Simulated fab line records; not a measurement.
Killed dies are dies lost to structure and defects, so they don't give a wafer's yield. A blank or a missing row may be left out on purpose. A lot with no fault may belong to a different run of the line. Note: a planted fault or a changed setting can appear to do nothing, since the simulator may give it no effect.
fab line records	flow gf180mcu
record: lots: 6	wafers: 18	last_day: 34
route steps=602 shown LVPWELL@63 MVSD@66 MVPSD@78 VT_IMPLANT@90
lots that met no fault: taken from a fault-free run of the same line
start_h: hours from the record's first day to the start of the lot's first wafer shown	wait_h: hours elapsed since this lot's preceding step	" the same as in the row above	L1.1+2: several wafers, shown together as one row	- no value, or no start given	* or withheld: withheld	< > ~ a bound
route shown NAME@n: NAME is a module with steps in the file, n the number in the route of the first one	usual: mean/standard deviation of fault-free wafers	same: alike in all rows	chamber/n: place in a boat	sites: the reading at each site	_std_site: the values' standard deviation	_edge_site: the outer-site mean with the inner-site mean subtracted	radius_mm: for every site, how far away it sits from the centre of the wafer	mask NAME#n: copy n	behind: the most recent tool/chamber to have shaped the wafer	hold: cause of the lot's hold/its duration in hours/its outcome	device: the transistor (n, p or np) that didn't switch	end of line: at the end of the route, the tests of the same wafers	a step given without rows: its recipe and nothing more	killed: dies lost to structure and defects at the first sort, not the wafer's yield	map: a wafer's dies, marking killed ones x, the rest . and places with no die _
set.NAME: setting as actually run; set.NAME@STEP: the setting as run at that earlier step	model.NAME: the simulator's own value behind a step, which no gauge read
lots at some steps of the route; a table a step, a row a wafer
services: the hour from which a tool's chamber was out of use, counted from the record's first day as start_h (under 0 if before that day), plus the number of hours and why
== steps ==
step: GF_LVPWELL_IMPLANT_09
recipe: species: B	energy_kev: 60	dose_cm2: 5e+12	tilt_deg: 0
step: GF_LVPWELL_STRIP_10
recipe: chemistry: O2/N2	power_w: 1400	pressure_mtorr: 1500	platen_temp_c: 250	o2_flow_sccm: 3000	n2_flow_sccm: 300	overash_fraction: 0.5
usual: drypump_motor_current_A: 5.8/0.61	heater_power_w: 344/22	oes_product_au: 0.723/0.0043	strip_time_to_endpoint_s: 36.94/0.085
lot.wafer	tool	chamber	start_h	wait_h	drypump_motor_current_A	heater_power_w	oes_product_au	rf_hours_counter_h	strip_time_to_endpoint_s
L742.4	plasma_asher-02	0	75.10	0.1	5.1	377	0.719	-	37.09
L742.5	"	0	"	"	5.1	379	0.720	-	36.99
L742.6	"	1	"	"	6.3	387	0.725	-	37.01
L748.1	plasma_asher-03	0	107.94	0.1	5.3	339	0.718	45	36.95
L748.2	"	1	"	"	5.9	347	0.718	45	36.93
L748.5	"	0	"	"	5.3	343	0.721	-	37.04
L758.2	plasma_asher-04	1	163.26	0.1	5.3	306	0.726	51	36.90
L758.3	"	1	"	"	5.3	311	0.717	-	37.01
L758.6	"	1	"	"	5.3	308	0.719	-	37.07
L759.1	plasma_asher-04	0	169.89	0.1	6.7	331	0.728	52	36.93
L759.2	"	1	"	"	5.3	316	0.722	52	36.87
L759.3	"	1	"	"	5.3	322	0.732	-	36.93
L760.1	plasma_asher-04	1	177.22	0.1	5.3	318	0.725	53	36.84
L760.4	"	1	"	"	5.3	312	0.721	-	36.88
L760.5	"	1	"	"	5.3	319	0.726	-	36.90
L762.2	plasma_asher-02	1	186.61	0.1	6.2	388	0.722	8	36.72
L762.4	"	0	"	"	5.1	359	0.723	-	36.81
L762.5	"	0	"	"	5.1	348	0.720	-	36.82
step: GF_LVPWELL_TW_MEAS_11
usual: LVPWELL_TW: 554/5.7
lot.wafer	tool	chamber	start_h	wait_h	LVPWELL_TW
L742.4	film_metro-04	-	75.19	0.1	561
L742.5	"	-	"	"	560
L742.6	"	-	"	"	557
L748.1	film_metro-04	-	108.04	0.1	556
L748.2	"	-	"	"	556
L748.5	"	-	"	"	556
L758.2	film_metro-01	-	163.37	0.1	557
L758.3	"	-	"	"	555
L758.6	"	-	"	"	556
L759.1	film_metro-04	-	169.99	0.1	560
L759.2	"	-	"	"	556
L759.3	"	-	"	"	558
L760.1	film_metro-03	-	177.32	0.1	545
L760.4	"	-	"	"	545
L760.5	"	-	"	"	546
L762.2	film_metro-01	-	186.72	0.1	558
L762.4	"	-	"	"	555
L762.5	"	-	"	"	556
step: GF_MVSD_DEHYDRATE_00
recipe: temp_c: 200	time_s: 60
step: GF_MVSD_HMDS_01
recipe: prime_time_s: 60	prime_temp_c: 120
step: GF_MVSD_COAT_02
recipe: spin_rpm: 2000	resist_thk_nm: 3000
step: GF_MVSD_SOFTBAKE_03
recipe: temp_c: 110	time_s: withheld
step: GF_MVSD_EXPOSE_04
recipe: mask_id: MVSD	target_cd_nm: 1000	na: 0.6	source_shape: conventional	sigma_outer: 0.6	dose_mj: 266
step: GF_MVSD_PEB_05
recipe: temp_c: 115	time_s: withheld
step: GF_MVSD_DEVELOP_06
recipe: wall_angle_deg: 90	develop_time_s: 60	dev_temp_c: 23
step: GF_MVSD_OVL_MEAS_07
usual: MVSD_OVL: 0.1/1.4
lot.wafer	tool	chamber	start_h	wait_h	MVSD_OVL[nm]
L742.4	overlay-02	-	88.98	-	-1.0
L742.5	"	-	"	"	-1.1
L742.6	"	-	"	"	-0.6
L748.1	overlay-02	-	122.13	-	2.0
L748.2	"	-	"	"	2.3
L748.5	"	-	"	"	1.7
L758.2	overlay-01	-	179.57	-	-0.6
L758.3	"	-	"	"	-2.6
L758.6	"	-	"	"	-0.6
L759.1	overlay-01	-	185.21	-	-0.2
L759.2	"	-	"	"	0.5
L759.3	"	-	"	"	0.0
L760.1	overlay-01	-	191.96	-	-0.4
L760.4	"	-	"	"	0.7
L760.5	"	-	"	"	0.3
L762.2	overlay-01	-	203.13	-	0.7
L762.4	"	-	"	"	0.2
L762.5	"	-	"	"	0.3
step: GF_MVSD_IMPLANT_08
recipe: species: P	energy_kev: 400	dose_cm2: 1.6e+13	tilt_deg: 0
step: GF_MVSD_IMPLANT_09
recipe: species: P	energy_kev: 100	dose_cm2: 5e+12	tilt_deg: 0
usual: beam_energy_keV: 100.00/0.033	beam_on_s: 10.04/0.2	end_station_pressure_torr: 5e-06/2.3e-07	implant_ion_amu: 31/0
lot.wafer	tool	chamber	start_h	wait_h	beam_energy_keV	beam_on_s	end_station_pressure_torr	implant_ion_amu
L742.4	implanter-04	0	89.22	0.1	99.99	9.60	4.33e-06	31
L742.5	"	0	"	"	99.97	10.10	5.08e-06	31
L742.6	"	0	"	"	99.99	9.92	5.46e-06	31
L748.1	implanter-01	0	122.31	0.1	99.99	10.21	4.76e-06	31
L748.2	"	0	"	"	100.02	10.10	5.48e-06	31
L748.5	"	0	"	"	99.98	10.14	5.33e-06	31
L758.2	implanter-04	-	179.77	0.1	-	-	-	-
L758.3	"	-	"	"	-	-	-	-
L758.6	"	-	"	"	-	-	-	-
L759.1	implanter-01	-	185.40	0.1	-	-	-	-
L759.2	"	-	"	"	-	-	-	-
L759.3	"	-	"	"	-	-	-	-
L760.1	implanter-03	0	192.15	0.1	100.05	10.08	4.81e-06	31
L760.4	"	0	"	"	100.03	10.09	4.99e-06	31
L760.5	"	0	"	"	100.03	10.11	4.98e-06	31
L762.2	implanter-03	0	203.34	0.1	100.07	10.11	4.68e-06	31
L762.4	"	0	"	"	100.06	9.94	5.16e-06	31
L762.5	"	0	"	"	100.04	10.26	5.14e-06	31
step: GF_MVSD_STRIP_10
recipe: chemistry: O2/N2	power_w: 1400	pressure_mtorr: 1500	platen_temp_c: 250	o2_flow_sccm: 3000	n2_flow_sccm: 300	overash_fraction: 0.5
usual: drypump_motor_current_A: 5.8/0.51	heater_power_w: 343/36	oes_product_au: 0.722/0.0043	strip_time_to_endpoint_s: 36.92/0.087
lot.wafer	tool	chamber	start_h	wait_h	drypump_motor_current_A	heater_power_w	oes_product_au	rf_hours_counter_h	strip_time_to_endpoint_s
L742.4	plasma_asher-03	0	89.33	0.1	5.3	338	0.718	-	36.92
L742.5	"	1	"	"	5.9	348	0.719	-	36.93
L742.6	"	0	"	"	5.3	342	0.724	-	36.87
L748.1	plasma_asher-01	0	122.46	0.1	6.6	254	0.717	34	37.02
L748.2	"	1	"	"	5.8	369	0.725	34	36.93
L748.5	"	1	"	"	5.8	376	0.713	-	37.01
L758.2	plasma_asher-02	0	179.90	0.1	5.1	350	0.722	7	36.91
L758.3	"	0	"	"	5.1	360	0.722	-	36.93
L758.6	"	1	"	"	6.2	366	0.723	-	36.82
L759.1	plasma_asher-02	1	185.55	0.1	6.2	372	0.727	8	36.98
L759.2	"	0	"	"	5.1	352	0.730	8	36.96
L759.3	"	1	"	"	6.2	367	0.719	-	36.96
L760.1	plasma_asher-02	1	192.30	0.1	6.2	378	0.718	9	36.89
L760.4	"	0	"	"	5.1	350	0.723	-	36.90
L760.5	"	1	"	"	6.3	376	0.728	-	36.96
L762.2	plasma_asher-03	1	203.46	0.1	5.9	341	0.721	53	36.74
L762.4	"	1	"	"	5.9	343	0.721	-	36.73
L762.5	"	0	"	"	5.3	338	0.720	-	36.71
step: GF_MVSD_TW_MEAS_11
usual: MVSD_TW: 1565/13
lot.wafer	tool	chamber	start_h	wait_h	MVSD_TW
L742.4	film_metro-01	-	89.42	0.1	1570
L742.5	"	-	"	"	1573
L742.6	"	-	"	"	1565
L748.1	film_metro-03	-	122.56	0.1	1546
L748.2	"	-	"	"	1555
L748.5	"	-	"	"	1544
L758.2	film_metro-01	-	180.01	0.1	1506
L758.3	"	-	"	"	1511
L758.6	"	-	"	"	1504
L759.1	film_metro-03	-	185.65	0.1	1474
L759.2	"	-	"	"	1471
L759.3	"	-	"	"	1475
L760.1	film_metro-04	-	192.41	0.1	1572
L760.4	"	-	"	"	1566
L760.5	"	-	"	"	1572
L762.2	film_metro-04	-	203.57	0.1	1563
L762.4	"	-	"	"	1571
L762.5	"	-	"	"	1568
step: GF_MVPSD_DEHYDRATE_00
recipe: temp_c: 200	time_s: 60
step: GF_MVPSD_HMDS_01
recipe: prime_time_s: 60	prime_temp_c: 120
step: GF_MVPSD_COAT_02
recipe: spin_rpm: 2000	resist_thk_nm: 3000
step: GF_MVPSD_SOFTBAKE_03
recipe: temp_c: 110	time_s: withheld
step: GF_MVPSD_EXPOSE_04
recipe: mask_id: MVPSD	target_cd_nm: 1000	na: 0.6	source_shape: conventional	sigma_outer: 0.6	dose_mj: 260
step: GF_MVPSD_PEB_05
recipe: temp_c: 115	time_s: withheld
step: GF_MVPSD_DEVELOP_06
recipe: wall_angle_deg: 90	develop_time_s: 60	dev_temp_c: 23
step: GF_MVPSD_OVL_MEAS_07
usual: MVPSD_OVL: -0.7/1.3
lot.wafer	tool	chamber	start_h	wait_h	MVPSD_OVL[nm]
L742.4	overlay-02	-	103.50	-	-0.4
L742.5	"	-	"	"	0.6
L742.6	"	-	"	"	-0.8
L748.1	overlay-01	-	137.53	-	-0.8
L748.2	"	-	"	"	-0.4
L748.5	"	-	"	"	-0.6
L758.2	overlay-02	-	195.78	-	-3.0
L758.3	"	-	"	"	-1.7
L758.6	"	-	"	"	-0.9
L759.1	overlay-01	-	202.43	-	-2.2
L759.2	"	-	"	"	-1.5
L759.3	"	-	"	"	0.3
L760.1	overlay-02	-	209.48	-	-2.7
L760.4	"	-	"	"	-3.4
L760.5	"	-	"	"	-2.8
L762.2	overlay-01	-	220.49	-	0.8
L762.4	"	-	"	"	0.1
L762.5	"	-	"	"	-0.1
step: GF_MVPSD_IMPLANT_08
recipe: species: B	energy_kev: 170	dose_cm2: 1.5e+13	tilt_deg: 0
step: GF_MVPSD_IMPLANT_09
recipe: species: B	energy_kev: 40	dose_cm2: 5e+12	tilt_deg: 0
step: GF_MVPSD_STRIP_10
recipe: chemistry: O2/N2	power_w: 1400	pressure_mtorr: 1500	platen_temp_c: 250	o2_flow_sccm: 3000	n2_flow_sccm: 300	overash_fraction: 0.5
usual: drypump_motor_current_A: 5.9/0.55	heater_power_w: 328/36	oes_product_au: 0.722/0.004	strip_time_to_endpoint_s: 36.93/0.082
lot.wafer	tool	chamber	start_h	wait_h	drypump_motor_current_A	heater_power_w	oes_product_au	rf_hours_counter_h	strip_time_to_endpoint_s
L742.4	plasma_asher-03	1	103.85	0.1	5.9	336	0.719	-	36.90
L742.5	"	1	"	"	5.9	347	0.720	-	37.02
L742.6	"	0	"	"	5.3	346	0.718	-	37.04
L748.1	plasma_asher-01	0	137.87	0.1	6.6	257	0.717	36	36.86
L748.2	"	1	"	"	5.8	368	0.719	36	36.94
L748.5	"	0	"	"	6.6	249	0.722	-	36.81
L758.2	plasma_asher-03	1	196.11	0.1	5.9	335	0.718	52	36.97
L758.3	"	0	"	"	5.3	339	0.728	-	36.95
L758.6	"	1	"	"	5.9	344	0.724	-	37.00
L759.1	plasma_asher-03	1	202.77	0.1	5.9	346	0.729	53	37.01
L759.2	"	0	"	"	5.3	342	0.722	53	36.84
L759.3	"	1	"	"	5.9	337	0.727	-	36.92
L760.1	plasma_asher-04	0	209.82	0.1	6.7	336	0.721	57	36.91
L760.4	"	1	"	"	5.3	308	0.717	-	36.98
L760.5	"	0	"	"	6.7	333	0.723	-	36.97
L762.2	plasma_asher-01	0	220.82	0.1	6.6	259	0.721	41	36.80
L762.4	"	0	"	"	6.6	259	0.717	-	36.81
L762.5	"	1	"	"	5.8	363	0.724	-	36.86
step: GF_MVPSD_TW_MEAS_11
usual: MVPSD_TW: 547/4.6
lot.wafer	tool	chamber	start_h	wait_h	MVPSD_TW
L742.4	film_metro-01	-	103.94	0.1	553
L742.5	"	-	"	"	550
L742.6	"	-	"	"	551
L748.1	film_metro-03	-	137.97	0.1	542
L748.2	"	-	"	"	542
L748.5	"	-	"	"	542
L758.2	film_metro-04	-	196.22	0.1	548
L758.3	"	-	"	"	551
L758.6	"	-	"	"	549
L759.1	film_metro-01	-	202.87	0.1	551
L759.2	"	-	"	"	552
L759.3	"	-	"	"	552
L760.1	film_metro-03	-	209.92	0.1	543
L760.4	"	-	"	"	542
L760.5	"	-	"	"	543
L762.2	film_metro-03	-	220.93	0.1	544
L762.4	"	-	"	"	540
L762.5	"	-	"	"	540
step: GF_VT_IMPLANT_DEHYDRATE_00
recipe: temp_c: 200	time_s: 60
step: GF_VT_IMPLANT_HMDS_01
recipe: prime_time_s: 60	prime_temp_c: 120
step: GF_VT_IMPLANT_COAT_02
recipe: resist: NOVOLAK	spin_rpm: 3000	resist_thk_nm: 1000
step: GF_VT_IMPLANT_SOFTBAKE_03
recipe: temp_c: 90	time_s: 61.9	resist: NOVOLAK
usual: exhaust_pa: 45.2/0.89	plate_sensor_t_centre_C: 90.759/0.01	plate_sensor_t_edge_C: 90.830/0.0093	resist_line_temp_C: 22.99/0.093
lot.wafer	tool	chamber	start_h	wait_h	exhaust_pa	plate_sensor_t_centre_C	plate_sensor_t_edge_C	resist_line_temp_C
L742.4	litho_track-03	0	110.96	0.1	45.4	90.768	90.836	22.81
L742.5	"	0	"	"	45.1	90.758	90.847	22.85
L742.6	"	0	"	"	45.5	90.760	90.827	22.85
L748.1	litho_track-02	0	145.31	0.1	44.6	90.750	90.832	23.14
L748.2	"	0	"	"	45.1	90.776	90.832	22.92
L748.5	"	0	"	"	46.0	90.766	90.826	22.90
L758.2	litho_track-02	0	204.79	0.1	43.5	90.771	90.852	22.96
L758.3	"	0	"	"	45.2	90.751	90.838	22.93
L758.6	"	0	"	"	44.9	90.758	90.824	22.99
L759.1	litho_track-04	0	211.26	0.1	46.4	90.737	90.842	23.08
L759.2	"	0	"	"	45.5	90.766	90.821	23.10
L759.3	"	0	"	"	46.3	90.757	90.828	23.10
L760.1	litho_track-02	0	218.91	0.1	44.4	90.761	90.826	23.07
L760.4	"	0	"	"	46.6	90.757	90.831	23.00
L760.5	"	0	"	"	44.8	90.761	90.808	22.93
L762.2	litho_track-02	0	229.89	0.1	44.0	90.752	90.835	22.87
L762.4	"	0	"	"	46.9	90.754	90.820	22.89
L762.5	"	0	"	"	45.0	90.751	90.828	23.01
step: GF_VT_IMPLANT_EXPOSE_04
recipe: mask_id: LVPWELL_LV_AREA	target_cd_nm: 600	na: 0.6	source_shape: conventional	sigma_outer: 0.6	dose_mj: 140
step: GF_VT_IMPLANT_PEB_05
recipe: temp_c: withheld	time_s: *	resist: NOVOLAK
step: GF_VT_IMPLANT_DEVELOP_06
recipe: develop_time_s: 60	dev_temp_c: 23
step: GF_VT_IMPLANT_OVL_MEAS_07
usual: VT_IMPLANT_OVL: -0.3/1.2
lot.wafer	tool	chamber	start_h	wait_h	VT_IMPLANT_OVL[nm]
L742.4	overlay-01	-	118.85	0.1	-1.7
L742.5	"	-	"	"	-2.0
L742.6	"	-	"	"	-1.5
L748.1	overlay-02	-	152.71	0.1	-0.5
L748.2	"	-	"	"	-0.1
L748.5	"	-	"	"	-2.1
L758.2	overlay-02	-	213.74	0.1	-1.7
L758.3	"	-	"	"	-0.4
L758.6	"	-	"	"	-0.9
L759.1	overlay-01	-	220.16	0.1	1.3
L759.2	"	-	"	"	1.6
L759.3	"	-	"	"	0.2
L760.1	overlay-01	-	227.60	0.1	-1.7
L760.4	"	-	"	"	-1.0
L760.5	"	-	"	"	-1.1
L762.2	overlay-02	-	239.16	0.1	0.9
L762.4	"	-	"	"	1.0
L762.5	"	-	"	"	2.4
step: GF_VT_IMPLANT_IMPLANT_08
recipe: species: BF2	energy_kev: 20	dose_cm2: 8.29e+12	tilt_deg: 7
step: GF_VT_IMPLANT_STRIP_09
recipe: chemistry: O2/N2	power_w: 1400	pressure_mtorr: 1500	platen_temp_c: 250	o2_flow_sccm: 3000	n2_flow_sccm: 300	overash_fraction: 0.5
usual: drypump_motor_current_A: 5.9/0.63	heater_power_w: 340/38	oes_product_au: 0.716/0.0048	strip_time_to_endpoint_s: 12.609/0.03
lot.wafer	tool	chamber	start_h	wait_h	drypump_motor_current_A	heater_power_w	oes_product_au	rf_hours_counter_h	strip_time_to_endpoint_s
L742.4	plasma_asher-02	1	119.05	0.1	6.2	382	0.718	-	12.577
L742.5	"	0	"	"	5.0	356	0.717	-	12.584
L742.6	"	1	"	"	6.2	387	0.719	-	12.554
L748.1	plasma_asher-04	1	152.89	0.1	5.3	307	0.719	50	12.658
L748.2	"	0	"	"	6.7	333	0.713	50	12.663
L748.5	"	0	"	"	6.7	342	0.718	-	12.639
L758.2	plasma_asher-02	1	213.92	0.1	6.3	383	0.719	11	12.633
L758.3	"	1	"	"	6.2	372	0.718	-	12.642
L758.6	"	1	"	"	6.3	379	0.711	-	12.631
L759.1	plasma_asher-02	1	220.34	0.1	6.2	373	0.717	12	12.601
L759.2	"	0	"	"	5.0	355	0.715	12	12.614
L759.3	"	1	"	"	6.2	375	0.715	-	12.595
L760.1	plasma_asher-02	0	227.79	0.1	5.1	353	0.718	13	12.589
L760.4	"	0	"	"	5.1	355	0.719	-	12.556
L760.5	"	1	"	"	6.2	377	0.717	-	12.576
L762.2	plasma_asher-01	0	239.34	0.1	6.6	263	0.718	43	12.565
L762.4	"	0	"	"	6.6	259	0.717	-	12.603
L762.5	"	1	"	"	5.8	380	0.710	-	12.597
step: GF_VT_IMPLANT_TW_MEAS_10
usual: VT_IMPLANT_TW: 561.4/2.7
lot.wafer	tool	chamber	start_h	wait_h	VT_IMPLANT_TW
L742.4	film_metro-02	-	119.15	0.1	562.0
L742.5	"	-	"	"	561.3
L742.6	"	-	"	"	563.5
L748.1	film_metro-04	-	152.99	0.1	562.4
L748.2	"	-	"	"	561.5
L748.5	"	-	"	"	561.6
L758.2	film_metro-02	-	214.03	0.1	560.4
L758.3	"	-	"	"	562.8
L758.6	"	-	"	"	556.8
L759.1	film_metro-04	-	220.44	0.1	559.9
L759.2	"	-	"	"	561.4
L759.3	"	-	"	"	561.5
L760.1	film_metro-01	-	227.89	0.1	561.6
L760.4	"	-	"	"	563.9
L760.5	"	-	"	"	560.9
L762.2	film_metro-02	-	239.45	0.1	564.6
L762.4	"	-	"	"	562.0
L762.5	"	-	"	"	562.8
step: GF_VT_IMPLANT_DEHYDRATE_11
recipe: temp_c: 200	time_s: 60
step: GF_VT_IMPLANT_HMDS_12
recipe: prime_time_s: 60	prime_temp_c: 120
step: GF_VT_IMPLANT_COAT_13
recipe: resist: NOVOLAK	spin_rpm: 3000	resist_thk_nm: 1000
step: GF_VT_IMPLANT_SOFTBAKE_14
recipe: temp_c: 90	time_s: 60	resist: NOVOLAK
step: GF_VT_IMPLANT_RS_MEAS_46
recipe: thk_meas_gauge: four-point-probe
usual: MVSD_RS: 457.0/1.5
lot.wafer	tool	chamber	start_h	wait_h	MVSD_RS[ohm/sq]
L742.4	film_metro-03	-	165.74	0.1	456.9
L742.5	"	-	"	"	455.3
L742.6	"	-	"	"	457.3
L748.1	film_metro-04	-	202.01	0.1	460.0
L748.2	"	-	"	"	459.2
L748.5	"	-	"	"	460.3
L758.2	film_metro-04	-	269.65	0.1	-
L758.3	"	-	"	"	-
L758.6	"	-	"	"	-
L759.1	film_metro-04	-	277.32	0.1	-
L759.2	"	-	"	"	-
L759.3	"	-	"	"	-
L760.1	film_metro-04	-	285.58	0.1	458.0
L760.4	"	-	"	"	459.3
L760.5	"	-	"	"	459.1
L762.2	film_metro-01	-	297.63	0.1	457.0
L762.4	"	-	"	"	455.1
L762.5	"	-	"	"	457.8
== services ==
tool	chamber	start_h	hours	kind
plasma_asher-01	-	89.64	9.4	repair
plasma_asher-04	-	98.58	14.6	pm
plasma_asher-01	-	98.93	2.6	repair
implanter-04	-	102.47	4.4	repair
plasma_asher-02	-	108.75	9.0	pm
plasma_asher-02	0	108.75	9.0	vent_cycle
plasma_asher-02	1	108.75	9.0	vent_cycle
plasma_asher-03	-	113.18	14.6	pm
implanter-01	-	115.00	0.9	repair
plasma_asher-02	0	117.75	-	clean
plasma_asher-02	1	117.75	-	clean
implanter-04	-	134.19	12.7	repair
implanter-01	-	151.88	1.4	repair
plasma_asher-01	-	172.86	24.5	repair
plasma_asher-03	-	183.21	3.0	repair
implanter-01	-	187.36	35.9	pm
implanter-03	-	197.99	3.6	pm
plasma_asher-01	-	202.65	2.8	pm
implanter-01	-	223.26	8.5	pm
== key ==
first_sign: step: GF_MVSD_IMPLANT_09	reading: tool_record	direction: missing
effect: step: GF_MVSD_TW_MEAS_11	reading: MVSD_TW	direction: down	sigmas: 5.9	usual: 1565	struck: 1490
effect: step: GF_VT_IMPLANT_RS_MEAS_46	reading: MVSD_RS	direction: missing
met_at GF_MVSD_IMPLANT_09
struck_wafers L758.2,L758.3,L758.6,L759.1,L759.2,L759.3
later_rows_left_out L758.2,L758.3,L758.6,L759.1,L759.2,L759.3
sort_left_out L758.2,L758.3,L758.6,L759.1,L759.2,L759.3
tester_left_out L758,L759
onset_between 122.31 179.77
fault: kind: skipped_step_whole	tool: implanter-01,implanter-04	chamber: -	onset_h: 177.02	steps: GF_MVSD_IMPLANT_09	scope: struck_lots_only
tester_left_out: of these lots the tester's yield and bins aren't shown, on N5 and GAA mostly nor the transistor test; their killed dies are dies lost to structure and defects alone, not to doping, threshold or leakage, so they don't give the yield
sort_left_out: the simulated sort isn't trusted on such a fault, so these wafers' sort isn't shown, and their yield isn't known
later_rows_left_out: the simulator's readings of these wafers behind a module that went badly wrong aren't trusted and aren't shown, but for the sort
